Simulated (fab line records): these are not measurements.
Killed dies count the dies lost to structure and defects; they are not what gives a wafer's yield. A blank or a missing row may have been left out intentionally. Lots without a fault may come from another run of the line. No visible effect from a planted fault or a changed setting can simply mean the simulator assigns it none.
What tool caused it? :: flow sky130 :: 42 wafers sampled from 14 lots at 1 step of a route of 708

== WHAT THE GAUGES SHOWED, per wafer ==
Not one reading of a measure or inspect step in the record can be checked against a usual standard deviation.

== TOOL THAT RAN EACH LOT (tool first, then ch and the chambers of the sampled wafers, then the start) ==
lot: L515
SKY_FIELD_ISO_DEVELOP_12: litho track-02 ch 0, day 2 11:00

lot: L517
SKY_FIELD_ISO_DEVELOP_12: litho track-01 ch 0, day 2 19:00

lot: L518
SKY_FIELD_ISO_DEVELOP_12: litho track-01 ch 0, day 3 01:00

lot: L519
SKY_FIELD_ISO_DEVELOP_12: litho track-02 ch 0, day 3 06:00

lot: L520
SKY_FIELD_ISO_DEVELOP_12: litho track-02 ch 0, day 3 13:00

lot: L521
SKY_FIELD_ISO_DEVELOP_12: litho track-02 ch 0, day 3 17:00

lot: L522
SKY_FIELD_ISO_DEVELOP_12: litho track-03 ch 0, day 3 22:00

lot: L524
SKY_FIELD_ISO_DEVELOP_12: litho track-02, day 4 09:00

lot: L525
SKY_FIELD_ISO_DEVELOP_12: litho track-01, day 4 15:00

lot: L527
SKY_FIELD_ISO_DEVELOP_12: litho track-03 ch 0, day 4 23:00

lot: L528
SKY_FIELD_ISO_DEVELOP_12: litho track-03 ch 0, day 5 03:00

lot: L534
SKY_FIELD_ISO_DEVELOP_12: litho track-01 ch 0, day 6 12:00

lot: L535
SKY_FIELD_ISO_DEVELOP_12: litho track-02 ch 0, day 6 18:00

lot: L537
SKY_FIELD_ISO_DEVELOP_12: litho track-02 ch 0, day 7 06:00
- SKY_FIELD_ISO_DEVELOP_12: develop time 60 s.

== WHAT THE TOOLS THEMSELVES READ (means of the sampled wafers that have a number; where no wafer has one, the mark that the record gives instead) ==
SKY_FIELD_ISO_DEVELOP_12. Usual: chill plate temp C 23.00 C, standard deviation 0.11; exhaust pa 45.1 Pa, standard deviation 0.91.
lot: L515
tool: litho track-02
chill plate temp C (C): 22.90
exhaust pa (Pa): 44.7
flag: 

lot: L517
tool: litho track-01
chill plate temp C (C): 22.99
exhaust pa (Pa): 45.4
flag: 

lot: L518
tool: litho track-01
chill plate temp C (C): 23.12
exhaust pa (Pa): 45.1
flag: 

lot: L519
tool: litho track-02
chill plate temp C (C): 23.03
exhaust pa (Pa): 45.6
flag: 

lot: L520
tool: litho track-02
chill plate temp C (C): 22.95
exhaust pa (Pa): 47.3
flag: 

lot: L521
tool: litho track-02
chill plate temp C (C): 22.82
exhaust pa (Pa): 44.9
flag: 

lot: L522
tool: litho track-03
chill plate temp C (C): 22.98
exhaust pa (Pa): 45.0
flag: 

lot: L524
tool: litho track-02
chill plate temp C (C): -
exhaust pa (Pa): -
flag: OFF

lot: L525
tool: litho track-01
chill plate temp C (C): -
exhaust pa (Pa): -
flag: OFF

lot: L527
tool: litho track-03
chill plate temp C (C): 23.05
exhaust pa (Pa): 45.8
flag: 

lot: L528
tool: litho track-03
chill plate temp C (C): 22.95
exhaust pa (Pa): 44.3
flag: 

lot: L534
tool: litho track-01
chill plate temp C (C): 23.02
exhaust pa (Pa): 44.4
flag: 

lot: L535
tool: litho track-02
chill plate temp C (C): 22.91
exhaust pa (Pa): 45.8
flag: 

lot: L537
tool: litho track-02
chill plate temp C (C): 22.98
exhaust pa (Pa): 43.5
flag: 

== THE ANSWER, worked out from the rows above alone ==
Rule: a lot is off if the mean of its wafers that have a number lies more than 3 standard deviations from the usual mean. Also off: a lot with no number at a reading for which 4 or more lots have one. Where the step has rows for the other lots, those lots are counted as sound. The gauges are gone through in route order, then the tools' own readings, and for those a lot's mean is taken as printed above. At the first step where some lot is off, the reading lying furthest off is the one used; lots without a number count as furthest.
Off, at SKY_FIELD_ISO_DEVELOP_12 on chill plate temp C: L524, L525. Without a number there: L524, L525.
If a tool, at that step or one of the process steps before it, ran each lot that is off and ran no sound lot following the first of them, it fits. None of those tried fits.

== WHAT THE SIMULATOR HAD PUT IN ==
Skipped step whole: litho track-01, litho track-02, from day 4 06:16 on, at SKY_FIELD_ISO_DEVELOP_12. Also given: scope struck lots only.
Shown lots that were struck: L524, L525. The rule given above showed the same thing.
